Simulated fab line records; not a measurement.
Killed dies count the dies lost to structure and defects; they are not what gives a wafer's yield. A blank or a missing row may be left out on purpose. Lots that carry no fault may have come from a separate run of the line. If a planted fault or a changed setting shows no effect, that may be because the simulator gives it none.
fab line records	flow gf180mcu
record lots=13	wafers=39	lastDay=34
route steps=602 shown VT_IMPLANT@120 V1@349 M2@362
lots that met no fault: taken from a fault-free run of the same line
startH: the number of hours between the record's first day and the start of the first shown wafer of the lot	waitH: time in hours since the lot's previous step	" the same as in the row above	L1.1+2: several wafers, shown together as one row	- no value, or no start was given	* or withheld: withheld	< > ~ a bound
route shown NAME@n: a module of which the file shows steps, and the number in the route of the first	usual: the fault-free wafers' mean and standard deviation	same: alike in all rows	chamber/n: place in a boat	sites: each site's reading	_std_site: the values' standard deviation	_edge_site: outer sites' mean less inner sites'	radiusMm: how far each site lies from the wafer's centre	mask NAME#n: copy n	behind: the most recent tool/chamber to have shaped the wafer	hold: why the lot was held/for how many hours/how that ended	device: whichever transistor did not switch (one of n, p or np)	end of line: the same wafers' tests at the end of the route	a step given without rows: its recipe and nothing more	killed: the dies lost at the first sort to structure and to defects; this is not the yield of the wafer	map: the dies of a wafer, with x for killed, . for not killed, _ for no die there
set.NAME: setting as actually run; set.NAME@STEP: the setting as run at that earlier step	model.NAME: the simulator's own value behind a step, which no gauge read
a sample of lots followed through the steps of the route, with each step as a table and each wafer as a row
services: a tool's chamber out of use, with start hour (startH, from the record's first day; less than 0 if before it), hours out, and reason
## steps
# step GF_VT_IMPLANT_IMPLANT_30
# recipe species=B	energyKev=25	doseCm2=2.534e+12	tiltDeg=7
# usual doseIonsCm2=2.534e+12/2.5e+09	faradayCurrentUA=14.3/0.31
lot.wafer	tool	chamber	startH	waitH	doseIonsCm2	faradayCurrentUA
L532.2	implanter-01	0	140.80	0.0	2.5305e+12	14.1
L532.3	"	0	"	"	2.5324e+12	14.1
L532.6	"	0	"	"	2.5333e+12	13.9
L534.1	implanter-01	0	154.37	0.0	2.5351e+12	14.0
L534.3	"	0	"	"	2.5324e+12	14.0
L534.5	"	0	"	"	2.5373e+12	13.7
L536.1	implanter-04	0	168.35	0.0	2.5322e+12	13.7
L536.3	"	0	"	"	2.5368e+12	13.8
L536.6	"	0	"	"	2.5313e+12	14.2
L537.1	implanter-03	0	175.42	0.0	2.534e+12	14.3
L537.3	"	0	"	"	2.5349e+12	14.4
L537.6	"	0	"	"	2.5325e+12	14.5
L538.2	implanter-03	0	182.79	0.0	2.5335e+12	14.6
L538.3	"	0	"	"	2.5348e+12	14.4
L538.5	"	0	"	"	2.5358e+12	13.9
L539.3	implanter-03	0	185.97	0.1	2.5357e+12	14.3
L539.4	"	0	"	"	2.5374e+12	14.3
L539.6	"	0	"	"	2.5362e+12	14.1
L540.3	implanter-01	0	193.32	0.1	2.5363e+12	14.2
L540.4	"	0	"	"	2.5372e+12	14.7
L540.6	"	0	"	"	2.5353e+12	13.9
L544.4	implanter-03	0	221.24	0.1	2.5343e+12	14.5
L544.5	"	0	"	"	2.5346e+12	14.0
L544.6	"	0	"	"	2.5343e+12	14.0
L549.3	implanter-03	0	251.97	0.1	9.808e+11	5.5
L549.4	"	0	"	"	9.831e+11	5.5
L549.6	"	0	"	"	9.851e+11	5.6
L550.1	implanter-04	0	265.17	0.0	2.5325e+12	14.5
L550.3	"	0	"	"	2.5391e+12	13.9
L550.4	"	0	"	"	2.5374e+12	14.7
L551.2	implanter-03	0	266.38	0.0	9.753e+11	5.4
L551.5	"	0	"	"	9.797e+11	5.4
L551.6	"	0	"	"	9.772e+11	5.6
L552.2	implanter-01	0	271.03	0.0	2.5334e+12	14.4
L552.4	"	0	"	"	2.5339e+12	14.4
L552.5	"	0	"	"	2.5318e+12	14.7
L554.2	implanter-04	0	286.34	0.0	2.5318e+12	14.1
L554.3	"	0	"	"	2.535e+12	14.3
L554.5	"	0	"	"	2.5366e+12	14.4
# step GF_VT_IMPLANT_TW_MEAS_32
# usual VT_IMPLANT_3_TW=269.1/2
lot.wafer	tool	chamber	startH	waitH	VT_IMPLANT_3_TW
L532.2	filmMetro-04	-	141.03	0.1	265.9
L532.3	"	-	"	"	268.2
L532.6	"	-	"	"	265.4
L534.1	filmMetro-01	-	154.62	0.1	270.7
L534.3	"	-	"	"	270.0
L534.5	"	-	"	"	269.7
L536.1	filmMetro-04	-	168.60	0.1	267.2
L536.3	"	-	"	"	266.5
L536.6	"	-	"	"	265.4
L537.1	filmMetro-04	-	175.67	0.1	265.3
L537.3	"	-	"	"	265.8
L537.6	"	-	"	"	266.0
L538.2	filmMetro-03	-	183.03	0.1	271.0
L538.3	"	-	"	"	270.9
L538.5	"	-	"	"	272.1
L539.3	filmMetro-04	-	186.19	0.1	267.1
L539.4	"	-	"	"	267.3
L539.6	"	-	"	"	267.6
L540.3	filmMetro-04	-	193.54	0.1	267.8
L540.4	"	-	"	"	267.8
L540.6	"	-	"	"	267.2
L544.4	filmMetro-03	-	221.45	0.1	271.8
L544.5	"	-	"	"	271.6
L544.6	"	-	"	"	271.5
L549.3	filmMetro-01	-	252.19	0.1	204.7
L549.4	"	-	"	"	204.1
L549.6	"	-	"	"	205.8
L550.1	filmMetro-03	-	265.42	0.1	270.4
L550.3	"	-	"	"	270.4
L550.4	"	-	"	"	269.8
L551.2	filmMetro-04	-	266.61	0.1	202.8
L551.5	"	-	"	"	202.7
L551.6	"	-	"	"	203.8
L552.2	filmMetro-01	-	271.26	0.1	270.1
L552.4	"	-	"	"	269.5
L552.5	"	-	"	"	271.3
L554.2	filmMetro-01	-	286.58	0.1	270.8
L554.3	"	-	"	"	270.6
L554.5	"	-	"	"	271.3
# step GF_V1_CD_MEAS_14
# recipe targetCdNm=260
# usual cdNm=259.6/1.3
lot.wafer	tool	chamber	startH	waitH	cdNm
L532.2	cdSem-02	-	412.05	0.1	259.8
L532.3	"	-	"	"	261.0
L532.6	"	-	"	"	260.2
L534.1	cdSem-01	-	430.37	0.1	259.4
L534.3	"	-	"	"	259.7
L534.5	"	-	"	"	259.1
L536.1	cdSem-02	-	458.52	0.1	260.0
L536.3	"	-	"	"	260.4
L536.6	"	-	"	"	261.0
L537.1	cdSem-02	-	459.21	0.1	257.7
L537.3	"	-	"	"	258.3
L537.6	"	-	"	"	258.8
L538.2	cdSem-02	-	470.59	0.1	258.7
L538.3	"	-	"	"	259.6
L538.5	"	-	"	"	259.4
L539.3	cdSem-02	-	474.96	0.1	259.4
L539.4	"	-	"	"	259.9
L539.6	"	-	"	"	259.0
L540.3	cdSem-02	-	483.80	0.1	259.4
L540.4	"	-	"	"	258.9
L540.6	"	-	"	"	260.4
L544.4	cdSem-02	-	520.78	0.1	259.4
L544.5	"	-	"	"	259.3
L544.6	"	-	"	"	258.3
L549.3	cdSem-02	-	559.56	0.1	257.6
L549.4	"	-	"	"	260.0
L549.6	"	-	"	"	259.3
L550.1	cdSem-01	-	577.88	0.1	258.1
L550.3	"	-	"	"	257.1
L550.4	"	-	"	"	259.1
L551.2	cdSem-02	-	582.65	0.1	260.4
L551.5	"	-	"	"	259.1
L551.6	"	-	"	"	260.0
L552.2	cdSem-01	-	584.33	0.1	258.9
L552.4	"	-	"	"	258.4
L552.5	"	-	"	"	258.8
L554.2	cdSem-02	-	598.28	0.1	261.3
L554.3	"	-	"	"	260.3
L554.5	"	-	"	"	261.1
# step GF_V1_CMP_26
# recipe stopOn=SiO2	downForcePsi=3.5	platenRpm=60	tOverpolishS=15	targetThkNm=0	padVelocityMS=0.94248
# usual motorCurrentA=10.9/1.1	overpolishRunS=15.002/0.0089	timeToEndpointS=83/4.1
lot.wafer	tool	chamber	startH	waitH	motorCurrentA	overpolishRunS	timeToEndpointS
L532.2	cmp-02	3	413.24	0.0	8.8	14.992	79
L532.3	"	2	"	"	10.3	15.000	85
L532.6	"	0	"	"	11.0	15.006	81
L534.3	cmp-01	0	431.66	0.1	11.8	14.990	79
L534.1	"	1	"	"	10.9	15.015	86
L534.5	"	0	"	"	11.7	14.998	81
L536.1	cmp-01	1	459.76	0.1	10.5	15.004	82
L536.3	"	3	"	"	13.2	15.006	79
L536.6	"	2	"	"	11.3	15.007	76
L537.3	cmp-01	1	460.46	0.0	11.1	15.015	85
L537.1	"	2	"	"	11.1	15.001	82
L537.6	"	1	"	"	11.1	15.005	83
L538.3	cmp-02	2	471.79	0.0	9.6	14.992	87
L538.2	"	0	"	"	10.4	15.014	85
L538.5	"	2	"	"	9.9	15.002	88
L539.3	cmp-02	1	476.17	0.0	10.3	14.987	88
L539.4	"	3	"	"	9.2	15.026	77
L539.6	"	2	"	"	9.5	15.006	83
L540.3	cmp-01	2	484.98	0.0	11.7	14.998	79
L540.4	"	1	"	"	11.0	15.006	86
L540.6	"	3	"	"	13.4	15.004	82
L544.4	cmp-01	1	522.03	0.1	11.0	15.005	89
L544.5	"	3	"	"	12.7	15.011	85
L544.6	"	0	"	"	11.2	15.008	84
L549.4	cmp-02	2	560.88	0.2	10.0	15.013	83
L549.3	"	3	"	"	9.1	15.008	76
L549.6	"	0	"	"	10.4	15.022	79
L550.1	cmp-02	0	579.09	0.1	11.0	14.998	91
L550.3	"	1	"	"	10.6	14.991	93
L550.4	"	2	"	"	9.6	15.000	91
L551.2	cmp-02	0	583.94	0.1	10.8	15.013	84
L551.6	"	2	"	"	10.1	14.998	86
L551.5	"	3	"	"	9.9	15.004	79
L552.4	cmp-02	1	585.62	0.1	11.0	15.002	87
L552.2	"	2	"	"	10.4	15.006	85
L552.5	"	0	"	"	10.6	15.017	85
L554.3	cmp-01	3	599.59	0.1	13.3	15.019	80
L554.2	"	0	"	"	11.2	15.001	84
L554.5	"	3	"	"	13.4	14.997	81
# step GF_M2_SPUTTER_00
# recipe material=Ti	targetThkNm=37.5	arrivingIonEnergyEv=80	substrateTempC=200	chamberPressurePa=2	powerW=4000	timeS=150
# usual throttleValvePct=30.0/1
# same timeS=150
lot.wafer	tool	chamber	startH	waitH	throttleValvePct
L532.2	pvdSputter-01	-	413.54	0.2	29.6
L532.3	"	-	"	"	30.4
L532.6	"	-	"	"	30.7
L534.1	pvdSputter-02	-	431.91	0.1	30.5
L534.3	"	-	"	"	29.4
L534.5	"	-	"	"	29.3
L536.1	pvdSputter-02	-	460.06	0.2	29.1
L536.3	"	-	"	"	28.2
L536.6	"	-	"	"	30.4
L537.1	pvdSputter-01	-	460.76	0.2	30.1
L537.3	"	-	"	"	30.1
L537.6	"	-	"	"	30.9
L538.2	pvdSputter-04	-	472.09	0.1	31.8
L538.3	"	-	"	"	31.2
L538.5	"	-	"	"	31.2
L539.3	pvdSputter-01	-	476.47	0.2	30.1
L539.4	"	-	"	"	30.1
L539.6	"	-	"	"	29.7
L540.3	pvdSputter-01	-	485.28	0.2	30.2
L540.4	"	-	"	"	30.1
L540.6	"	-	"	"	29.7
L544.4	pvdSputter-02	-	522.23	0.1	29.2
L544.5	"	-	"	"	30.6
L544.6	"	-	"	"	29.2
L549.3	pvdSputter-02	-	561.08	0.1	29.6
L549.4	"	-	"	"	29.0
L549.6	"	-	"	"	28.2
L550.1	pvdSputter-02	-	579.39	0.2	29.2
L550.3	"	-	"	"	30.5
L550.4	"	-	"	"	29.5
L551.2	pvdSputter-02	-	584.14	0.1	29.5
L551.5	"	-	"	"	30.5
L551.6	"	-	"	"	29.1
L552.2	pvdSputter-04	-	585.82	0.1	29.0
L552.4	"	-	"	"	29.9
L552.5	"	-	"	"	29.9
L554.2	pvdSputter-02	-	599.84	0.1	30.6
L554.3	"	-	"	"	29.2
L554.5	"	-	"	"	30.6
## services
tool	chamber	startH	hours	kind
implanter-03	-	145.55	3.7	pm
implanter-01	-	165.43	7.9	pm
cmp-02	-	180.27	11.7	pm
cmp-02	-	192.02	2.5	repair
cmp-01	-	204.39	15.6	repair
cmp-01	-	208.46	6.1	repair
cmp-02	-	232.24	4.0	pm
cmp-01	-	233.60	0.8	repair
cmp-02	-	241.85	2.7	repair
cmp-02	-	290.97	0.5	repair
implanter-03	-	294.65	1.4	repair
cmp-01	-	305.57	3.4	pm
cmp-02	-	305.98	1.2	repair
cmp-01	-	376.03	8.3	pm
cmp-01	-	405.42	4.0	pm
implanter-03	-	405.47	6.5	pm
cmp-02	-	424.46	3.3	repair
implanter-03	-	425.03	3.8	repair
cmp-02	-	434.30	1.6	repair
cmp-02	-	467.25	0.6	repair
cmp-02	-	554.24	6.2	pm
cmp-01	-	558.74	4.3	repair
cmp-02	-	564.15	0.5	repair
cmp-02	-	572.24	4.0	pm
## key
firstSign step=GF_VT_IMPLANT_IMPLANT_30	reading=doseIonsCm2	direction=down	sigmas=99+	usual=2.534e+12	struck=9.802e+11
effect step=GF_VT_IMPLANT_IMPLANT_30	reading=faradayCurrentUA	direction=down	sigmas=29	usual=14.3	struck=5.5
effect step=GF_VT_IMPLANT_TW_MEAS_32	reading=VT_IMPLANT_3_TW	direction=down	sigmas=33	usual=269.1	struck=204.0
metAt GF_VT_IMPLANT_IMPLANT_30
struckLots L549,L551
testerLeftOut L549,L551
notActingAt GF_V1_CD_MEAS_14,GF_V1_CMP_26,GF_M2_SPUTTER_00
onsetBetween 221.24 251.97
fault kind=processParameterDrift	tool=implanter-03	chamber=-	onsetH=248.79	steps=GF_VT_IMPLANT_IMPLANT_30	channel=doseCm2	offset=-1.5531e+12	shape=step	endH=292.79	actsIn=theseRecipesOnly	stated=2.534e+12
# testerLeftOut: of these lots the tester's yield and bins aren't shown, on N5 and GAA mostly nor the transistor test; their killed dies are dies lost to structure and defects alone, not to doping, threshold or leakage, so they don't give the yield
